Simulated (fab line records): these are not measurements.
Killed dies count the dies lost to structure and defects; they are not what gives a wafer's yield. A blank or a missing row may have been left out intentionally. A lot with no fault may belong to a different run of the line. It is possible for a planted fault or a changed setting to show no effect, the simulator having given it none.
Matching of chambers -- flow gf180mcu -- 4 sister chambers for GF_V5_CMP_04 on cmp-01
The step polishes SiO2. 4 wafers are shown with their chamber, then 7 later ones without.

## WAFERS WITH THEIR CHAMBER
wafer,chamber,motor current A (A)
L567.5,3,11.6
L567.6,2,11.8
L570.1,0,12.4
L570.2,1,12.7

## WAFERS WITHOUT THEIR CHAMBER
wafer,motor current A (A)
L570.5,11.5
L571.2,12.6
L571.5,12.4
L571.6,12.9
L574.1,11.3
L574.2,12.0
L574.3,13.2

## WHICH CHAMBER EACH ONE RAN IN
wafer,from the rows above,in truth
L570.5,can't be placed: 3 or 2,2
L571.2,can't be placed: 1 or 0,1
L571.5,can't be placed: 0 or 1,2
L571.6,can't be placed: 1 or 0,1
L574.1,can't be placed: 3 or 2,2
L574.2,can't be placed: 2 or 0 or 3 or 1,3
L574.3,can't be placed: 1 or 0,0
0 of 7 placed correctly. These rows do not allow placing 7 (true chamber among the candidates in 6). Number placed wrongly: 0.
How it was worked out, from the rows above alone: a wafer's distance from a chamber is the root of the sum, over the readings, of the square of ((its reading less the chamber's mean) divided by the reading's scatter). If the next closest chamber is less than 2 further off than the closest, the wafer can't be placed; otherwise it belongs to the closest. For every chamber, the mean is computed from those of its wafers that are shown. The scatter: root of mean squared gap, hidden wafer to nearest shown wafer, with one shown wafer a chamber.
